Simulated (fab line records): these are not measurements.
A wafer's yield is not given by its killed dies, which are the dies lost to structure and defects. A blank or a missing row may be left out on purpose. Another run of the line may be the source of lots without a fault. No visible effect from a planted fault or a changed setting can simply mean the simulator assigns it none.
Which of the tools did it? :: flow sky130 :: Sampling: 12 lots, 36 wafers, 4 of 708 route steps

## WHAT EACH GAUGE READ, for each wafer
SKY_POLY_GATE_OVL_MEAS_14.
lot: L707
measured: day 16 00:28
on: overlay-02
POLY_GATE_OVL (nm): 5 0 2

lot: L710
measured: day 17 22:01
on: overlay-01
POLY_GATE_OVL (nm): -4 2 0

lot: L712
measured: day 18 12:19
on: overlay-01
POLY_GATE_OVL (nm): -6 -3 -11

lot: L713
measured: day 18 13:58
on: overlay-01
POLY_GATE_OVL (nm): -1 -4 -5

lot: L714
measured: day 18 21:07
on: overlay-01
POLY_GATE_OVL (nm): 5 2 2

lot: L719
measured: day 20 18:25
on: overlay-02
POLY_GATE_OVL (nm): 2 10 1

lot: L720
measured: day 20 21:16
on: overlay-02
POLY_GATE_OVL (nm): -7 -9 0

lot: L724
measured: day 23 03:19
on: overlay-01
POLY_GATE_OVL (nm): -1 -2 0

lot: L726
measured: day 23 12:22
on: overlay-01
POLY_GATE_OVL (nm): -2 -5 -2

lot: L727
measured: day 23 14:52
on: overlay-01
POLY_GATE_OVL (nm): -1 0 2

lot: L725
measured: day 23 17:25
on: overlay-01
POLY_GATE_OVL (nm): -5 1 -4

lot: L728
measured: day 24 08:28
on: overlay-02
POLY_GATE_OVL (nm): 4 -1 1

SKY_LDD_N_TW_MEAS_17.
lot: L707
measured: day 17 08:38
on: filmMetro-04
LDD_N_TW: 2576 2583 2594

lot: L710
measured: day 19 08:04
on: filmMetro-03
LDD_N_TW: 2556 2551 2554

lot: L712
measured: day 19 22:47
on: filmMetro-03
LDD_N_TW: 2546 2560 2557

lot: L713
measured: day 20 00:49
on: filmMetro-01
LDD_N_TW: 2652 2648 2642

lot: L714
measured: day 20 06:56
on: filmMetro-01
LDD_N_TW: 2637 2647 2653

lot: L719
measured: day 22 04:16
on: filmMetro-04
LDD_N_TW: 2576 2567 2572

lot: L720
measured: day 22 06:34
on: filmMetro-04
LDD_N_TW: 2566 2578 2593

lot: L724
measured: day 24 11:51
on: filmMetro-03
LDD_N_TW: 2553 2550 2557

lot: L726
measured: day 24 20:13
on: filmMetro-01
LDD_N_TW: 2633 2626 2645

lot: L727
measured: day 25 00:14
on: filmMetro-01
LDD_N_TW: 2633 2624 2634

lot: L725
measured: day 25 02:14
on: filmMetro-01
LDD_N_TW: 2640 2638 2637

lot: L728
measured: day 25 16:35
on: filmMetro-04
LDD_N_TW: 2579 2584 2585

SKY_LDD_HVN_TW_MEAS_10.
lot: L707
measured: day 19 20:50
on: filmMetro-03
LDD_HVN_TW: 1415 1423 1424

lot: L710
measured: day 21 22:14
on: filmMetro-03
LDD_HVN_TW: 1767 1769 1769 1767 1770 1776

lot: L712
measured: day 22 11:47
on: filmMetro-02
LDD_HVN_TW: 1457 1456 1453

lot: L713
measured: day 22 15:11
on: filmMetro-03
LDD_HVN_TW: 1776 1772 1764 1767 1766 1789

lot: L714
measured: day 22 20:05
on: filmMetro-02
LDD_HVN_TW: 1447 1455 1447

lot: L719
measured: day 24 16:38
on: filmMetro-03
LDD_HVN_TW: 1408 1414 1417

lot: L720
measured: day 24 18:35
on: filmMetro-03
LDD_HVN_TW: 1770 1778 1769 1775 1774 1776

lot: L724
measured: day 26 22:30
on: filmMetro-03
LDD_HVN_TW: 1428 1429 1428

lot: L726
measured: day 27 06:17
on: filmMetro-02
LDD_HVN_TW: 1450 1443 1447

lot: L727
measured: day 27 10:08
on: filmMetro-04
LDD_HVN_TW: 1429 1425 1430

lot: L725
measured: day 27 11:19
on: filmMetro-02
LDD_HVN_TW: 1447 1439 1445

lot: L728
measured: day 28 02:26
on: filmMetro-04
LDD_HVN_TW: 1438 1435 1437

## WHAT TOOL EACH LOT RAN ON (gives the tool, then ch and the chambers of the sampled wafers, and finally the start)
lot: L707
SKY_LDD_HVN_IMPLANT_08: implanter-04 ch 0, day 19 20:36

lot: L710
SKY_LDD_HVN_IMPLANT_08: implanter-04 ch 0, day 21 21:40

lot: L712
SKY_LDD_HVN_IMPLANT_08: implanter-03 ch 0, day 22 11:33

lot: L713
SKY_LDD_HVN_IMPLANT_08: implanter-03 ch 0, day 22 14:38

lot: L714
SKY_LDD_HVN_IMPLANT_08: implanter-03 ch 0, day 22 19:51

lot: L719
SKY_LDD_HVN_IMPLANT_08: implanter-03 ch 0, day 24 16:23

lot: L720
SKY_LDD_HVN_IMPLANT_08: implanter-03 ch 0, day 24 18:02

lot: L724
SKY_LDD_HVN_IMPLANT_08: implanter-01 ch 0, day 26 22:18

lot: L726
SKY_LDD_HVN_IMPLANT_08: implanter-01 ch 0, day 27 06:02

lot: L727
SKY_LDD_HVN_IMPLANT_08: implanter-04 ch 0, day 27 09:55

lot: L725
SKY_LDD_HVN_IMPLANT_08: implanter-01 ch 0, day 27 11:04

lot: L728
SKY_LDD_HVN_IMPLANT_08: implanter-03 ch 0, day 28 02:11
- SKY_LDD_HVN_IMPLANT_08

## AS READ BY THE TOOLS THEMSELVES (means over the sampled wafers that have a number; for cases with no such wafer, the mark the record gives instead)
SKY_LDD_HVN_IMPLANT_08.
lot: L707
tool: implanter-04
beamEnergyKeV: 59.992
tiltDeg (degrees): 39.996

lot: L710
tool: implanter-04
beamEnergyKeV: 60.008
tiltDeg (degrees): 40.012

lot: L712
tool: implanter-03
beamEnergyKeV: 59.983
tiltDeg (degrees): 39.989

lot: L713
tool: implanter-03
beamEnergyKeV: 60.002
tiltDeg (degrees): 39.997

lot: L714
tool: implanter-03
beamEnergyKeV: 59.997
tiltDeg (degrees): 39.980

lot: L719
tool: implanter-03
beamEnergyKeV: 60.020
tiltDeg (degrees): 39.985

lot: L720
tool: implanter-03
beamEnergyKeV: 59.997
tiltDeg (degrees): 39.994

lot: L724
tool: implanter-01
beamEnergyKeV: 59.990
tiltDeg (degrees): 39.990

lot: L726
tool: implanter-01
beamEnergyKeV: 59.994
tiltDeg (degrees): 40.010

lot: L727
tool: implanter-04
beamEnergyKeV: 60.007
tiltDeg (degrees): 39.963

lot: L725
tool: implanter-01
beamEnergyKeV: 60.011
tiltDeg (degrees): 40.013

lot: L728
tool: implanter-03
beamEnergyKeV: 59.995
tiltDeg (degrees): 39.997

## THE ANSWER, worked out from the rows above alone
Rule: the lots themselves supply what counts as usual. The widest of any qualifying gaps counts: lots, ordered by their means at a reading, are off when they make up no more than a third of the lots, leave a main group of 4 or more, and stand apart from it by 3 or more times the standard deviation of that group's means. A main group whose means are all the same, to the digits that the tables above print for the reading, isn't used. A lot without any number at a reading at which 4 lots or more have one is off too. The other lots that the step has rows for count as sound. After the gauges, taken in route order, come the tools' own readings; for these a lot's mean is taken, as printed above. At the first step where some lot is off, the reading lying furthest off is the one used; lots without a number count as furthest.
Off: at SKY_LDD_HVN_TW_MEAS_10 (LDD_HVN_TW), L710, L713, L720. Mean 1436 and standard deviation 13 in the main group.
A tool fits if, at a process step before that reading, it ran every lot that is off, and no sound lot after the first of them. Those tools and the gauges at SKY_LDD_HVN_TW_MEAS_10 are tried in the same way. Not one of the candidates tried fits.

## WHAT THE SIMULATOR HAD PUT IN
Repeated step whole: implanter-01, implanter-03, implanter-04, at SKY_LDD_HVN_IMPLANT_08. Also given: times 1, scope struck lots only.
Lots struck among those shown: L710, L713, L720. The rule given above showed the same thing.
